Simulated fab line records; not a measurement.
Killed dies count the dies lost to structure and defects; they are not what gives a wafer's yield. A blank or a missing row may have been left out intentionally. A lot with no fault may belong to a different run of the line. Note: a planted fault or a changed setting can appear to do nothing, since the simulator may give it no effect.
One fault seen from 2 desks + flow sky130 + what lay behind the numbers comes last; until then each desk has only its own

FOR THE TOOL OWNER'S DESK: rie_metal-02
The tool's own readings at SKY_METAL1_ETCH_18 (etches BARC in N2/H2, stops on SiO2, time 45.9 s, target depth 60 nm): means of the sampled wafers that have a number, for each lot that ran on this tool. Marked OUT: a lot whose mean sits more than 4 standard deviations from the usual mean, which makes it out of limits; the brackets give that distance.
Columns: A = drypump_motor_current_A at SKY_METAL1_ETCH_18, usual 5.9 A; B = n2_flow_sccm at SKY_METAL1_ETCH_18, usual 99.96 sccm; C = oes_product_au at SKY_METAL1_ETCH_18, usual 0.856 a.u.; D = throttle_valve_pct at SKY_METAL1_ETCH_18, usual 13.224 %
| lot  | first seen here | A   | B      | C                | D      |
|------|-----------------|-----|--------|------------------|--------|
| L486 | day 32 13:44    | 5.9 | 99.74  | 0.858            | 13.228 |
| L489 | day 33 17:15    | 5.7 | 99.65  | 0.850            | 13.222 |
| L491 | day 34 13:23    | 5.3 | 99.68  | 0.854            | 13.226 |
| L500 | day 37 12:21    | 5.7 | 100.14 | 0.870            | 13.221 |
| L501 | day 37 15:39    | 5.5 | 99.97  | 0.874 (+4.2) OUT | 13.228 |
| L509 | day 40 04:02    | 5.7 | 100.14 | 0.856            | 13.223 |
Finding of this desk: L501 out of limits; the first was L501 at day 37 15:39, on oes_product_au at SKY_METAL1_ETCH_18. In limits: L486, L489, L491, L500, L509.

METROLOGY DESK
What the gauges read, lot by lot, whatever tool the lot ran on: means of the sampled wafers that have a number. Marked OUT: a lot whose mean sits more than 4 standard deviations from the usual mean, which makes it out of limits; the brackets give that distance.
Columns: A = cd_nm at SKY_VIA1_CD_MEAS_12, usual 150.3 nm; B = METAL2_OVL at SKY_METAL2_OVL_MEAS_16, usual -1 nm; C = VIA2_BOW at SKY_VIA2_BOW_MEAS_03, usual 87 um
| lot  | first seen here | A     | B   | C  |
|------|-----------------|-------|-----|----|
| L486 | day 33 17:37    | 148.0 | -7  | 85 |
| L488 | day 34 19:15    | 152.6 | 4   | 87 |
| L489 | day 34 20:29    | 149.9 | 3   | 82 |
| L490 | day 35 05:44    | 149.1 | -2  | 88 |
| L491 | day 35 16:51    | 149.9 | -1  | 92 |
| L492 | day 36 03:04    | 150.1 | 1   | 82 |
| L495 | day 36 20:10    | 152.1 | -8  | 84 |
| L500 | day 38 14:23    | 152.9 | 5   | 89 |
| L501 | day 38 18:24    | 152.6 | 2   | 90 |
| L503 | day 39 09:15    | 152.9 | 2   | 77 |
| L506 | day 40 04:48    | 149.7 | -6  | 85 |
| L507 | day 40 19:47    | 149.6 | -11 | 77 |
| L509 | day 41 05:12    | 149.6 | -6  | 84 |
This desk found nothing out of limits on any of the 13 lots.

TAKEN TOGETHER
The tool owner's desk had the chance to raise an alarm at day 37 15:39 on L501.
From the metrology desk's view, nothing was out of limits.
The metrology desk has L501 on record, within its limits.
On rie_metal-02, each named lot ran SKY_METAL1_ETCH_18.

WHAT WAS PUT IN BY THE SIMULATOR
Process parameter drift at SKY_METAL1_ETCH_18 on rie_metal-02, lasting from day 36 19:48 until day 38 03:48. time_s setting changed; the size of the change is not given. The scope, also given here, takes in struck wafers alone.
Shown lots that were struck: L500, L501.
Each desk's first reading out of limits, in hours after the fault started: the tool owner's desk, 20.
